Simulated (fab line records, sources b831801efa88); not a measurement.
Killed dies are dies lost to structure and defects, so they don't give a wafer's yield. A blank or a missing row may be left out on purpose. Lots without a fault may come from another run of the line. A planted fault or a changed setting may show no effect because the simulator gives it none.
fab line records | flow sfq_line | part 2 of 2: steps 30 to 37 of 37
record lots=5 wafers=15 last_day=81
route steps=325 shown I5@230 C5@240 M6@251 I6@266
lots that met no fault: from a run of the same line without faults
start_h: hours from the record's first day to the start of the lot's first wafer shown | wait_h: hours since the lot's step before | " the same as in the row above | L1.1+2: a row that stands for several wafers | - no value, or no start given | * or withheld: withheld | < > ~ a bound
route shown NAME@n: a module of which the file shows steps, and the number in the route of the first | usual: mean/standard deviation of fault-free wafers | same: alike in all rows | chamber/n: place in a boat | sites: the reading at each site | _std_site: their standard deviation | _edge_site: outer sites' mean less inner sites' | radius_mm: how far each site lies from the wafer's centre | mask NAME#n: copy n | behind: the tool/chamber that last shaped the wafer | hold: why the lot was held/for how many hours/how that ended | device: the transistor (n, p or np) that didn't switch | end of line: the same wafers' tests at the end of the route | a step without rows: its recipe alone | killed: dies lost to structure and defects at the first sort, not the wafer's yield | map: a wafer's dies, x killed, . not, _ none there
set.NAME: the setting as run; set.NAME@STEP: as run at that earlier step | model.NAME: the simulator's own value behind a step, which no gauge read
lots at some steps of the route; a table a step, a row a wafer
services: from which hour (start_h, from the record's first day; less than 0 if before it) a tool's chamber was out of use, for how many hours, and why
## steps
# step SFQ_TRILAYER_M6_LITHO_DEVELOP_161
# recipe time_s=60 resist=KrF
# columns lot.wafer tool chamber start_h wait_h
L081.1+2+3 litho_track-02 0 1657.89 0.1
L082.3+5+6 litho_track-04 0 1662.74 0.1
L085.1+4+6 litho_track-02 0 1752.32 0.1
L086.1+4+6 litho_track-04 0 1771.37 0.1
L088.2+3+5 litho_track-03 0 1780.99 0.1
# step SFQ_M6_OVL_MEAS_940
# usual M6_OVL=1/6.1
# columns lot.wafer tool chamber start_h wait_h M6_OVL[nm]
L081.1 overlay-01 - 1658.04 0.1 7
L081.2 " - " " -6
L081.3 " - " " 7
L082.3 overlay-01 - 1662.85 0.1 5
L082.5 " - " " 7
L082.6 " - " " 0
L085.1 overlay-02 - 1752.47 0.1 -3
L085.4 " - " " -3
L085.6 " - " " -3
L086.1 overlay-02 - 1771.52 0.1 13
L086.4 " - " " 8
L086.6 " - " " 7
L088.2 overlay-02 - 1781.12 0.1 0
L088.3 " - " " 11
L088.5 " - " " 11
# step SFQ_TRILAYER_M6_BARC_OPEN_METAL_ETCH_206
# recipe mask_material=PR chemistry=O2 target_depth_nm=125 target=BARC icp_w=600 bias_w=80 pressure_mtorr=10 time_s=41.7
# usual drypump_motor_current_A=5.26/0.3 oes_product_au=0.685/0.0048 rf_fwd_power_W=592.9/2.8
# columns lot.wafer tool chamber start_h wait_h drypump_motor_current_A oes_product_au rf_fwd_power_W rf_hours_counter_h
L081.1 rie_metal-03 0 1658.08 0.0 4.76 0.690 591.9 54
L081.2 " 1 " " 5.75 0.685 595.4 88
L081.3 " 0 " " 4.78 0.684 592.0 -
L082.3 rie_metal-03 0 1662.90 0.0 4.77 0.694 592.5 -
L082.5 " 1 " " 5.71 0.694 597.3 -
L082.6 " 0 " " 4.77 0.687 592.4 -
L085.1 rie_metal-03 1 1752.51 0.0 5.73 0.681 596.1 102
L085.4 " 0 " " 4.76 0.687 593.1 -
L085.6 " 1 " " 5.77 0.675 597.0 -
L086.1 rie_metal-04 0 1771.55 0.0 5.01 0.689 591.8 31
L086.4 " 0 " " 5.04 0.682 590.1 -
L086.6 " 0 " " 5.02 0.681 593.4 -
L088.2 rie_metal-02 1 1781.15 0.0 5.25 0.676 592.6 30
L088.3 " 1 " " 5.25 0.687 588.7 -
L088.5 " 0 " " 5.28 0.682 590.7 -
# step SFQ_TRILAYER_M6_ETCH_METAL_ETCH_162
# recipe target=Nb stop_on=SiO2 mask_material=PR chemistry=Cl2/Ar target_depth_nm=240 icp_w=600 bias_w=80 pressure_mtorr=10 time_s=120
# usual drypump_motor_current_A=5.26/0.3 oes_product_au=0.897/0.0062 rf_fwd_power_W=596.6/2.3
# columns lot.wafer tool chamber start_h wait_h drypump_motor_current_A oes_product_au rf_fwd_power_W rf_hours_counter_h
L081.1 rie_metal-03 0 1658.14 0.0 4.75 0.897 597.9 54
L081.2 " 1 " " 5.71 0.902 597.0 88
L081.3 " 0 " " 4.79 0.893 594.9 -
L082.3 rie_metal-03 0 1662.98 0.1 4.76 0.894 599.7 -
L082.5 " 1 " " 5.73 0.896 602.9 -
L082.6 " 0 " " 4.76 0.907 597.4 -
L085.1 rie_metal-03 1 1752.57 0.0 5.75 0.890 600.8 102
L085.4 " 0 " " 4.75 0.900 599.0 -
L085.6 " 1 " " 5.75 0.895 599.4 -
L086.1 rie_metal-04 0 1771.61 0.0 5.05 0.899 594.7 31
L086.4 " 0 " " 5.04 0.891 593.8 -
L086.6 " 0 " " 5.03 0.886 593.0 -
L088.2 rie_metal-02 1 1781.23 0.1 5.26 0.903 596.0 30
L088.3 " 1 " " 5.25 0.900 596.9 -
L088.5 " 0 " " 5.28 0.901 595.8 -
# step SFQ_TRILAYER_M6_STRIP_STRIP_163
# recipe gas=O2 power_w=200 platen_temp_c=40 overash_fraction=0.65 chemistry=O2 pressure_mtorr=50
# usual drypump_motor_current_A=5.27/0.3 oes_product_au=1.002/0.007
# columns lot.wafer tool chamber start_h wait_h drypump_motor_current_A oes_product_au rf_hours_counter_h
L081.1 rie_metal-03 0 1658.26 0.1 4.78 1.006 55
L081.2 " 1 " " 5.75 1.013 88
L081.3 " 0 " " 4.77 1.003 -
L082.3 rie_metal-03 0 1663.26 0.2 4.77 1.012 -
L082.5 " 1 " " 5.71 1.010 -
L082.6 " 0 " " 4.75 1.017 -
L085.1 rie_metal-03 1 1752.69 0.1 5.73 1.003 102
L085.4 " 0 " " 4.78 1.002 -
L085.6 " 1 " " 5.78 1.009 -
L086.1 rie_metal-04 0 1771.74 0.1 5.04 1.006 31
L086.4 " 0 " " 5.04 1.005 -
L086.6 " 0 " " 5.04 1.010 -
L088.2 rie_metal-02 1 1781.40 0.1 5.29 0.991 30
L088.3 " 1 " " 5.27 0.997 -
L088.5 " 0 " " 5.29 1.005 -
# step SFQ_TRILAYER_M6_STRIP_SOLV_CLEAN_164
# recipe chemistry=NMP temp_c=70 time_s=600
# columns lot.wafer tool chamber start_h wait_h
L081.1+2+3 wet_bench-02 7,1,6 1658.86 0.4
L082.3+5+6 wet_bench-01 6,1,7 1663.66 0.2
L085.1+4+6 wet_bench-02 5,4,0 1753.29 0.4
L086.1+4+6 wet_bench-02 4,6,7 1772.34 0.4
L088.2+3+5 wet_bench-04 0,4,3 1782.20 0.5
# step SFQ_TRILAYER_I6_DEP_PECVD_165
# recipe material=SiO2 temp_c=150 time_s=111.11 pressure_torr=2.4 rf_w=183.3 precursor=SiH4/N2O target_thk_nm=500
# usual heater_power_w=85/11 rf_fwd_power_W=182.1/0.66 throttle_valve_pct=23.9/1.5
# columns lot.wafer tool chamber start_h wait_h heater_power_w rf_fwd_power_W throttle_valve_pct
L081.1 pecvd-02 2 1659.04 0.0 84 181.2 24.9
L081.2 " 1 " " 75 182.6 24.3
L081.3 " 0 " " 87 182.0 27.6
L082.3 pecvd-04 2 1663.84 0.0 74 182.1 22.1
L082.5 " 1 " " 109 182.2 24.6
L082.6 " 0 " " 92 181.5 23.1
L085.1 pecvd-03 0 1753.50 0.0 70 181.8 26.5
L085.4 " 0 " " 74 181.3 26.7
L085.6 " 1 " " 95 181.5 25.1
L086.1 pecvd-02 2 1772.51 0.0 72 182.3 21.5
L086.4 " 2 " " 77 182.1 21.4
L086.6 " 1 " " 85 182.2 22.2
L088.2 pecvd-03 2 1782.37 0.0 77 183.2 25.5
L088.3 " 0 " " 72 182.9 26.4
L088.5 " 0 " " 74 182.6 26.8
# step SFQ_TRILAYER_I6_CMP_CMP_166
# recipe material=SiO2 down_force_psi=3 platen_rpm=60 pad_velocity_m_s=0.94248
# usual head_pressure_psi=3.000/0.0064 motor_current_A=9.3/0.68 platen_rpm=60.00/0.038 time_to_endpoint_s=216/6.7
# columns lot.wafer tool chamber start_h wait_h head_pressure_psi motor_current_A platen_rpm time_to_endpoint_s
L081.1 cmp-01 3 1660.16 1.1 3.009 10.5 59.95 215
L081.3 " 0 " " 2.997 8.9 60.03 221
L081.2 " 1 " " 2.998 9.7 60.00 217
L082.3 cmp-02 0 1666.10 2.2 3.006 8.5 60.04 217
L082.5 " 1 " " 3.013 9.9 59.95 227
L082.6 " 2 " " 3.006 8.7 59.93 219
L085.4 cmp-01 2 1754.08 0.5 2.994 10.1 59.95 228
L085.1 " 3 " " 3.014 10.6 60.01 213
L085.6 " 1 1755.58 2.0 3.006 9.4 60.02 218
L086.1 cmp-02 3 1773.79 1.2 3.007 8.7 59.95 208
L086.4 " 2 1775.29 2.7 2.998 8.7 60.03 209
L086.6 " 0 1776.29 3.7 2.987 9.1 59.98 216
L088.2 cmp-01 1 1782.79 0.4 3.007 9.3 59.96 221
L088.3 " 3 1783.79 1.4 2.999 10.4 59.98 220
L088.5 " 2 1785.29 2.8 2.994 10.1 60.03 218
## services
# columns tool chamber start_h hours kind
krf_scanner-02 - 1399.34 1.0 pm
krf_scanner-02 - 1442.38 0.6 repair
rie_metal-03 1 1452.89 24.2 repair
rie_diel-02 - 1459.70 2.8 pm
rie_diel-03 1 1484.78 2.3 repair
rie_diel-02 3 1495.31 6.0 repair
rie_diel-03 - 1496.81 0.4 repair
krf_scanner-02 - 1497.91 0.8 pm
rie_diel-02 2 1498.62 16.3 repair
rie_diel-03 0 1522.79 3.0 repair
krf_scanner-02 - 1530.30 4.0 pm
krf_scanner-02 - 1539.69 1.3 pm
krf_scanner-02 - 1567.52 0.4 repair
krf_scanner-02 - 1568.34 1.0 pm
krf_scanner-02 - 1569.73 0.8 pm
rie_metal-03 0 1597.24 9.7 repair
rie_diel-02 2 1607.11 7.9 repair
wet_bench-02 - 1612.61 1.0 repair
rie_diel-03 - 1616.74 0.8 repair
krf_scanner-02 - 1707.47 0.3 repair
krf_scanner-02 - 1715.59 1.3 pm
krf_scanner-02 - 1717.07 0.4 repair
krf_scanner-02 - 1740.37 1.0 pm
krf_scanner-02 - 1756.26 10.0 repair
